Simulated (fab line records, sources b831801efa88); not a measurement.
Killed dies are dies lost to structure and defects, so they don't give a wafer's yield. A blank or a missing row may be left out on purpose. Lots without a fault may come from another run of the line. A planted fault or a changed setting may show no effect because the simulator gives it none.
A struck lot beside a sound one | flow gf180mcu | 27 steps out of a route of 602
Sound: wafers L127.1, L127.3, L127.5. Struck: wafers L140.2, L140.5, L140.6. The cause comes at the end.
At each step with rows: each side's tool, then ch and its chambers, then its first start. Under that, the readings that differ: sound wafers | struck wafers | difference of the means | sigmas: that difference in standard deviations of wafers without a fault.
alike: readings whose means differ by less than 2 such deviations, and words and numbers that are the same on both sides. not compared: withheld readings, readings that some wafer has no value for, bounds like >300 that may hide the same value, and numbers for which the record gives no deviation and whose values overlap.
The two part at a step that has a row with sigmas, a row that says differs or no value, or rows on one side only. Numbers that don't overlap but have no deviation are shown without sigmas and don't part them. A reading that every wafer of one side lacks parts them only if that side has two wafers or more.

GF_DNWELL_STRIP_08: strips in O2/N2.
  sound on plasma_asher-04 ch 0,1, day 3 23:44; struck on plasma_asher-04 ch 0,1, day 6 17:49
  alike: chamber_pressure_mTorr, drypump_motor_current_A, heater_power_w, oes_product_au, strip_time_to_endpoint_s
  not compared: rf_hours_counter_h
GF_DNWELL_TW_MEAS_09:
  sound on film_metro-03, day 3 23:50; struck on film_metro-01, day 6 17:56
  alike: DNWELL_TW
then, 7 steps without rows for these wafers: GF_NWELL_DEHYDRATE_00 (time 60 s); GF_NWELL_HMDS_01 (prime time 60 s); GF_NWELL_COAT_02 (resist thk 3000 nm); GF_NWELL_SOFTBAKE_03; GF_NWELL_EXPOSE_04 (exposes mask Nwell, target cd 860 nm); GF_NWELL_PEB_05; GF_NWELL_DEVELOP_06 (develop time 60 s).
GF_NWELL_OVL_MEAS_07:
  sound on overlay-01, day 4 13:11; struck on overlay-01, day 7 09:36
  reading        | sound       | struck         | difference | sigmas
  NWELL_OVL (nm) | 3.1 1.7 0.7 | -2.4 -2.1 -1.1 | -3.7       | -2
then, 2 steps without rows for these wafers: GF_NWELL_IMPLANT_08; GF_NWELL_IMPLANT_09.
GF_NWELL_STRIP_10: strips in O2/N2.
  sound on plasma_asher-02 ch 0,1, day 4 13:32; struck on plasma_asher-02 ch 0,1, day 7 09:56
  no value came back on the struck wafers for any of 6 readings (chamber_pressure_mTorr (mTorr), drypump_motor_current_A (A) and others); on the sound wafers chamber_pressure_mTorr (mTorr) reads 1499.6 1500.0 1500.2
  reading                                 | sound | struck         | difference | sigmas
  model.coat_of_NWELL_COAT_02.thk_nm (nm) | 0 0 0 | 3019 3006 3005 | +3010      |
  not compared: rf_hours_counter_h
GF_NWELL_TW_MEAS_11:
  sound on film_metro-01, day 4 13:38; struck on film_metro-02, day 7 10:02
  alike: NWELL_TW
then, 7 steps without rows for these wafers: GF_LVPWELL_DEHYDRATE_00 (time 60 s); GF_LVPWELL_HMDS_01 (prime time 60 s); GF_LVPWELL_COAT_02 (resist thk 3000 nm); GF_LVPWELL_SOFTBAKE_03; GF_LVPWELL_EXPOSE_04 (exposes mask LVPWELL, target cd 600 nm); GF_LVPWELL_PEB_05; GF_LVPWELL_DEVELOP_06 (develop time 60 s).
GF_LVPWELL_OVL_MEAS_07:
  sound on overlay-02, day 5 03:28; struck on overlay-01, day 8 01:33
  alike: LVPWELL_OVL
then, 2 steps without rows for these wafers: GF_LVPWELL_IMPLANT_08; GF_LVPWELL_IMPLANT_09.
GF_LVPWELL_STRIP_10: strips in O2/N2.
  sound on plasma_asher-04 ch 0,1, day 5 03:48; struck on plasma_asher-02 ch 0,1, day 8 01:53
  reading                      | sound             | struck            | difference | sigmas
  drypump_motor_current_A (A)  | 5.4 5.4 5.1       | 6.0 6.2 6.1       | +0.8       | +2
  oes_product_au (a.u.)        | 0.721 0.725 0.721 | 0.735 0.738 0.741 | +0.016     | +3
  strip_time_to_endpoint_s (s) | 36.96 37.03 36.94 | 81.62 81.38 81.24 | +44.44     | +99 or more
  alike: chamber_pressure_mTorr, heater_power_w
  not compared: rf_hours_counter_h
GF_LVPWELL_TW_MEAS_11:
  sound on film_metro-02, day 5 03:54; struck on film_metro-03, day 8 01:59
  reading    | sound       | struck   | difference | sigmas
  LVPWELL_TW | 553 553 550 | 30 30 30 | -522       | -97
then, 1 step without rows for these wafers: GF_MVSD_DEHYDRATE_00 (time 60 s).

WHERE THEY PART
First at GF_NWELL_OVL_MEAS_07; last, within this record, at GF_LVPWELL_TW_MEAS_11.

WHY: what the simulator had put in
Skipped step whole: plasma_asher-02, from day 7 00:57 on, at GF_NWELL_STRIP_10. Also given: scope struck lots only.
